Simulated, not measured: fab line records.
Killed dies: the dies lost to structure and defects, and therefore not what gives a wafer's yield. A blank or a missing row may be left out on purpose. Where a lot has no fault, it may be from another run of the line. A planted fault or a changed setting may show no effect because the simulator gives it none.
Which tool did it? :: flow sky130 :: 14 lots with 42 wafers sampled at 3 steps, on a route of 708 steps

## WHAT THE GAUGES READ, wafer by wafer
SKY_VT_ADJUST_LVTN_TW_MEAS_10.
lot: L592
measured: day 6 17:59
on: film metro-04
VT_ADJUST_LVTN_TW: 241.4 241.8 242.3

lot: L593
measured: day 6 23:23
on: film metro-03
VT_ADJUST_LVTN_TW: 239.7 239.7 238.1

lot: L594
measured: day 7 12:00
on: film metro-01
VT_ADJUST_LVTN_TW: 239.6 239.7 239.4

lot: L595
measured: day 7 17:47
on: film metro-01
VT_ADJUST_LVTN_TW: 240.7 239.5 238.6

lot: L596
measured: day 7 22:57
on: film metro-04
VT_ADJUST_LVTN_TW: 242.6 241.8 240.5

lot: L597
measured: day 8 04:39
on: film metro-03
VT_ADJUST_LVTN_TW: 240.9 241.1 241.5

lot: L598
measured: day 8 14:49
on: film metro-01
VT_ADJUST_LVTN_TW: 240.3 241.8 241.3

lot: L599
measured: day 8 22:45
on: film metro-04
VT_ADJUST_LVTN_TW: 241.5 241.1 242.1

lot: L600
measured: day 9 03:13
on: film metro-01
VT_ADJUST_LVTN_TW: 242.2 240.5 240.3

lot: L601
measured: day 9 11:27
on: film metro-03
VT_ADJUST_LVTN_TW: 240.7 239.1 239.8

lot: L604
measured: day 10 04:45
on: film metro-03
VT_ADJUST_LVTN_TW: 241.2 240.7 240.6

lot: L605
measured: day 10 11:38
on: film metro-03
VT_ADJUST_LVTN_TW: 239.4 240.2 240.7

lot: L610
measured: day 11 17:42
on: film metro-04
VT_ADJUST_LVTN_TW: 243.1 242.2 241.0

lot: L612
measured: day 12 09:08
on: film metro-03
VT_ADJUST_LVTN_TW: 242.8 242.5 241.7

SKY_VT_ADJUST_HVTR_CD_MEAS_07: the cd target is 380 nm.
lot: L592
measured: day 9 08:10
on: cd sem-01
cd nm (nm): 379.5 379.6 380.2

lot: L593
measured: day 9 14:12
on: cd sem-01
cd nm (nm): 381.3 381.8 380.7

lot: L594
measured: day 10 03:40
on: cd sem-01
cd nm (nm): 380.7 381.0 380.2

lot: L595
measured: day 10 09:27
on: cd sem-02
cd nm (nm): 380.2 380.4 379.1

lot: L596
measured: day 10 16:26
on: cd sem-01
cd nm (nm): 381.7 381.4 383.5

lot: L597
measured: day 10 22:00
on: cd sem-01
cd nm (nm): 382.1 383.2 382.5

lot: L598
measured: day 11 10:20
on: cd sem-02
cd nm (nm): 383.4 381.8 381.3

lot: L599
measured: day 11 19:07
on: cd sem-02
cd nm (nm): 380.2 377.7 378.1

lot: L600
measured: day 11 23:05
on: cd sem-02
cd nm (nm): 378.7 379.3 381.4

lot: L601
measured: day 12 08:52
on: cd sem-02
cd nm (nm): 383.1 382.4 382.2

lot: L604
measured: day 13 04:54
on: cd sem-01
cd nm (nm): 373.1 374.8 373.5

lot: L605
measured: day 13 12:42
on: cd sem-01
cd nm (nm): 376.7 379.5 377.5

lot: L610
measured: day 14 21:06
on: cd sem-01
cd nm (nm): 379.1 379.8 379.6

lot: L612
measured: day 15 14:45
on: cd sem-02
cd nm (nm): 376.7 378.0 378.6

SKY_VT_ADJUST_HVTR_TW_MEAS_11.
lot: L592
measured: day 9 08:35
on: film metro-03
VT_ADJUST_HVTR_TW: 210.1 210.3 209.1

lot: L593
measured: day 9 14:37
on: film metro-01
VT_ADJUST_HVTR_TW: 210.6 210.1 211.3

lot: L594
measured: day 10 04:04
on: film metro-01
VT_ADJUST_HVTR_TW: 211.8 209.4 211.0

lot: L595
measured: day 10 09:52
on: film metro-03
VT_ADJUST_HVTR_TW: 210.2 209.6 208.1

lot: L596
measured: day 10 16:50
on: film metro-02
VT_ADJUST_HVTR_TW: 217.0 217.2 216.7

lot: L597
measured: day 10 22:25
on: film metro-02
VT_ADJUST_HVTR_TW: 218.1 217.3 218.4

lot: L598
measured: day 11 10:44
on: film metro-03
VT_ADJUST_HVTR_TW: 210.4 210.3 210.3

lot: L599
measured: day 11 19:31
on: film metro-02
VT_ADJUST_HVTR_TW: 216.5 216.0 215.7

lot: L600
measured: day 11 23:28
on: film metro-01
VT_ADJUST_HVTR_TW: 210.2 210.0 210.7

lot: L601
measured: day 12 09:16
on: film metro-02
VT_ADJUST_HVTR_TW: 213.9 213.9 215.5

lot: L604
measured: day 13 05:18
on: film metro-02
VT_ADJUST_HVTR_TW: 215.3 214.6 216.0

lot: L605
measured: day 13 13:06
on: film metro-03
VT_ADJUST_HVTR_TW: 209.7 209.6 209.1

lot: L610
measured: day 14 21:30
on: film metro-02
VT_ADJUST_HVTR_TW: 216.0 216.3 215.2

lot: L612
measured: day 15 15:10
on: film metro-03
VT_ADJUST_HVTR_TW: 209.4 210.3 209.2

## TOOL THAT RAN EACH LOT (tool first, then ch and the chambers of the sampled wafers, then the start)
Before these readings, the record contains no process step.

## WHAT THE TOOLS THEMSELVES READ (means of the sampled wafers that have a number; where no wafer has one, the mark that the record gives instead)
The record holds no such reading with a usual standard deviation.

## THE ANSWER, worked out from the rows above alone
Rule: what is usual is taken from the lots themselves. Put in order of their means at a reading, lots are off if they are a third of the lots or fewer, leave a main group of 4 or more, and stand apart from it by a gap of 3 or more times the standard deviation of the main group's means; of several such gaps the widest counts. A main group is skipped when, at the precision printed for the reading in the tables above, its means are all equal. A lot without any number at a reading at which 4 lots or more have one is off too. All remaining lots with rows at the step are treated as sound. The gauges are gone through in route order, then the tools' own readings, and for those a lot's mean is taken as printed above. At the first step where some lot is off, the reading lying furthest off is the one used; lots without a number count as furthest.
None of the lots is off at any reading shown; this tells nothing.

## WHAT THE SIMULATOR HAD PUT IN
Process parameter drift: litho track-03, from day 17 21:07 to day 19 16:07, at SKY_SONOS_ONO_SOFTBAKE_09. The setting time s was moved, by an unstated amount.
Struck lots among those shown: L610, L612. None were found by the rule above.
